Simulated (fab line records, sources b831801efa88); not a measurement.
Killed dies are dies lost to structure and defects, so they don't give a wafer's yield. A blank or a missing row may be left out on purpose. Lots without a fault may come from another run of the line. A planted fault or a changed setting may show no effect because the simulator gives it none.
A struck lot beside a sound one | flow gf180mcu | 45 steps out of a route of 602
Sound: wafers L481.2, L481.3, L481.5. Struck: wafer L491.2. (L491.6 of the same lot was not struck and is left out.) The cause comes at the end.
At each step with rows: each side's tool, then ch and its chambers, then its first start. Under that, the readings that differ: sound wafers | struck wafers | difference of the means | sigmas: that difference in standard deviations of wafers without a fault.
alike: readings whose means differ by less than 2 such deviations, and words and numbers that are the same on both sides. not compared: withheld readings, readings that some wafer has no value for, bounds like >300 that may hide the same value, and numbers for which the record gives no deviation and whose values overlap.
The two part at a step that has a row with sigmas, a row that says differs or no value, or rows on one side only. Numbers that don't overlap but have no deviation are shown without sigmas and don't part them. A reading that every wafer of one side lacks parts them only if that side has two wafers or more.

first, 2 steps without rows for these wafers: GF_HV_LDD_PEB_29; GF_HV_LDD_DEVELOP_30 (develop time 60 s).
GF_HV_LDD_CD_MEAS_31: target cd 400 nm.
  sound on cd_sem-02, day 12 12:28; struck on cd_sem-02, day 16 18:07
  alike: cd_nm
GF_HV_LDD_OVL_MEAS_32:
  sound on overlay-01, day 12 12:34; struck on overlay-02, day 16 18:13
  alike: HV_LDD_02_OVL
then, 4 steps without rows for these wafers: GF_HV_LDD_IMPLANT_33; GF_HV_LDD_IMPLANT_34; GF_HV_LDD_IMPLANT_35; GF_HV_LDD_IMPLANT_36.
GF_HV_LDD_STRIP_37: strips in O2/N2.
  sound on plasma_asher-03 ch 0,1, day 12 13:11; struck on plasma_asher-01 ch 1, day 16 18:50
  reading                      | sound             | struck | difference | sigmas
  heater_power_w (W)           | 399 404 354       | 302    | -84        | -2
  strip_time_to_endpoint_s (s) | 12.58 12.61 12.60 | 12.68  | +0.08      | +2
  alike: drypump_motor_current_A, oes_product_au
  not compared: rf_hours_counter_h
GF_HV_LDD_TW_MEAS_38:
  sound on film_metro-01, day 12 13:18; struck on film_metro-02, day 16 18:57
  reading     | sound          | struck | difference | sigmas
  HV_LDD_3_TW | 1443 1441 1438 | 1405   | -36        | -3
then, 2 steps without rows for these wafers: GF_HV_LDD_DEHYDRATE_39 (time 60 s); GF_HV_LDD_HMDS_40 (prime time 60 s).
GF_HV_LDD_COAT_41: resist thk 1000 nm.
  sound on litho_track-01 ch 0, day 12 22:17; struck on litho_track-02 ch 0, day 17 05:44
  reading                                     | sound          | struck | difference | sigmas
  model.NOVOLAK_of_HV_LDD_COAT_41.thk_nm (nm) | 1003 1003 1003 | 1006   | +3         |
then, 3 steps without rows for these wafers: GF_HV_LDD_SOFTBAKE_42 (time 60 s); GF_HV_LDD_EXPOSE_43 (exposes mask Pplus HV AREA, target cd 400 nm); GF_HV_LDD_PEB_44.
GF_HV_LDD_DEVELOP_45: develop time 60 s.
  sound on litho_track-01 ch 0, day 13 08:41; struck on litho_track-03 ch 0, day 17 17:34
  reading                                     | sound          | struck | difference | sigmas
  model.NOVOLAK_of_HV_LDD_COAT_41.thk_nm (nm) | 1003 1002 1003 | 1005   | +2         |
GF_HV_LDD_CD_MEAS_46: target cd 400 nm.
  sound on cd_sem-02, day 13 08:49; struck on cd_sem-02, day 17 17:42
  reading    | sound             | struck | difference | sigmas
  cd_nm (nm) | 399.0 399.8 397.0 | 406.3  | +7.7       | +3
GF_HV_LDD_OVL_MEAS_47:
  sound on overlay-02, day 13 08:56; struck on overlay-02, day 17 17:49
  reading            | sound       | struck | difference | sigmas
  HV_LDD_03_OVL (nm) | 0.0 1.4 0.3 | -2.4   | -3.0       | -2
then, 1 step without rows for these wafers: GF_HV_LDD_IMPLANT_48.
GF_HV_LDD_STRIP_49: strips in O2/N2.
  sound on plasma_asher-01 ch 0,1, day 13 09:07; struck on plasma_asher-02 ch 0, day 17 17:59
  alike: drypump_motor_current_A, heater_power_w, oes_product_au, strip_time_to_endpoint_s
  not compared: rf_hours_counter_h
GF_HV_LDD_TW_MEAS_50:
  sound on film_metro-02, day 13 09:13; struck on film_metro-04, day 17 18:06
  alike: HV_LDD_4_TW
then, 1 step without rows for these wafers: GF_HV_LDD_CLEAN_51 (cleans in SC1/SC2, time 150 s).
GF_HV_LDD_RTA_52: time 10 s.
  sound on rtp_anneal-01 ch 0, day 13 09:20; struck on rtp_anneal-02 ch 0, day 17 18:13
  reading            | sound          | struck | difference | sigmas
  lamp_power_pct (%) | 36.4 36.3 36.4 | 33.3   | -3.1       | -2
  alike: wafer_temp_C_max
GF_HV_LDD_RS_MEAS_53: measures by four-point-probe.
  sound on film_metro-01, day 13 09:25; struck on film_metro-02, day 17 18:17
  alike: HV_LDD_RS
then, 1 step without rows for these wafers: GF_HV_LDD_CVD_54 (deposits SiO2 from TEOS, target thk 10 nm, time 75 s).
GF_HV_LDD_THK_MEAS_55:
  sound on film_metro-04, day 13 10:32; struck on film_metro-02, day 17 19:25
  alike: HV_LDD_CVD_54_THK
then, 1 step without rows for these wafers: GF_HV_LDD_CVD_56 (deposits Si3N4 from DCS/NH3, target thk 90 nm, time 1543 s).
GF_HV_LDD_THK_MEAS_57:
  sound on film_metro-04, day 13 12:02; struck on film_metro-04, day 17 21:00
  alike: HV_LDD_CVD_56_THK
GF_HV_LDD_ETCHBACK_58: etches Si3N4 in CH3F/O2, stops on SiO2, time 100 s, target depth 90 nm.
  sound on rie_diel-02 ch 1,3, day 13 12:05; struck on rie_diel-01 ch 3, day 17 21:03
  reading               | sound             | struck | difference | sigmas
  oes_product_au (a.u.) | 0.851 0.856 0.851 | 0.836  | -0.017     | -2
  alike: bias_w, drypump_motor_current_A, throttle_valve_pct
  not compared: rf_hours_counter_h
then, 7 steps without rows for these wafers: GF_NSD_DEHYDRATE_00 (time 60 s); GF_NSD_HMDS_01 (prime time 60 s); GF_NSD_COAT_02 (resist thk 1000 nm); GF_NSD_SOFTBAKE_03 (time 60 s); GF_NSD_EXPOSE_04 (exposes mask Nplus, target cd 400 nm); GF_NSD_PEB_05; GF_NSD_DEVELOP_06 (develop time 60 s).
GF_NSD_CD_MEAS_07: target cd 400 nm.
  sound on cd_sem-01, day 14 07:32; struck on cd_sem-02, day 18 20:00
  alike: cd_nm
GF_NSD_OVL_MEAS_08:
  sound on overlay-02, day 14 07:39; struck on overlay-02, day 18 20:07
  alike: NSD_OVL
then, 2 steps without rows for these wafers: GF_NSD_IMPLANT_09; GF_NSD_IMPLANT_10.
GF_NSD_STRIP_11: strips in O2/N2.
  sound on plasma_asher-04 ch 0, day 14 07:59; struck on plasma_asher-04 ch 1, day 18 20:26
  alike: drypump_motor_current_A, heater_power_w, oes_product_au, strip_time_to_endpoint_s
  not compared: rf_hours_counter_h
-- the record jumps here: 11 days lie between the struck wafers' starts before and after (it left off in module NSD and takes up again in module MIM, whose first step shown is number 513 of the route) --
GF_MIM_RS_MEAS_10: measures by four-point-probe.
  sound on film_metro-01, day 25 13:11; struck on film_metro-01, day 29 18:15
  reading              | sound                | struck | difference | sigmas
  MIM_ALCU_RS (ohm/sq) | 0.1602 0.1615 0.1609 | 0.1575 | -0.0034    | -2
  not compared: hold
GF_MIM_THK_MEAS_11: measures by xrf.
  sound on film_metro-01, day 25 13:18; struck on film_metro-01, day 29 22:06
  reading           | sound             | struck | difference | sigmas
  MIM_ALCU_THK (nm) | 197.6 197.1 197.4 | 201.3  | +3.9       | +2
  not compared: hold
then, 1 step without rows for these wafers: GF_PASSIVATION_PROBE_99.

WHERE THEY PART
First at GF_HV_LDD_STRIP_37; last, within this record, at GF_MIM_THK_MEAS_11.

WHY: what the simulator had put in
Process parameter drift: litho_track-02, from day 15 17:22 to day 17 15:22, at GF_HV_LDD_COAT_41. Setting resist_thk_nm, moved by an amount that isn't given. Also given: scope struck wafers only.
